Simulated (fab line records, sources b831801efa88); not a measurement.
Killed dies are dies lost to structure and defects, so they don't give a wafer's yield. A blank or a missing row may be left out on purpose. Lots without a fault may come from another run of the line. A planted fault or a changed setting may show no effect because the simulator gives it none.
Which tool did it? | flow sky130 | 6 lots, 18 wafers sampled, at 1 step of a route of 708

WHAT THE GAUGES READ, wafer by wafer
SKY_SONOS_ONO_THK_MEAS_01.
lot  | measured     | on            | SONOS_ONO_OXIDATION_THK (nm)
L647 | day 14 05:17 | film_metro-01 | 2.58 2.59 2.56
L650 | day 15 07:02 | film_metro-04 | 2.55 2.55 2.55
L652 | day 16 04:11 | film_metro-01 | 2.65 2.62 2.62
L656 | day 17 04:23 | film_metro-01 | 2.61 2.59 2.61
L659 | day 18 15:41 | film_metro-04 | 2.54 2.49 2.59
L661 | day 19 11:39 | film_metro-03 | 2.59 2.59 2.64

WHICH TOOL RAN EACH LOT (tool, then ch and the chambers of the sampled wafers, then the start)
The record holds no process step before these readings.

THE ANSWER, worked out from the rows above alone
Rule: what is usual is taken from the lots themselves. Put in order of their means at a reading, lots are off if they are a third of the lots or fewer, leave a main group of 4 or more, and stand apart from it by a gap of 3 or more times the standard deviation of the main group's means; of several such gaps the widest counts. A main group whose means are all the same, to the digits that the tables above print for the reading, isn't used. A lot without any number at a reading at which 4 lots or more have one is off too. The other lots that the step has rows for count as sound.
No lot is off at any reading shown: from this, nothing can be told.

WHAT THE SIMULATOR HAD PUT IN
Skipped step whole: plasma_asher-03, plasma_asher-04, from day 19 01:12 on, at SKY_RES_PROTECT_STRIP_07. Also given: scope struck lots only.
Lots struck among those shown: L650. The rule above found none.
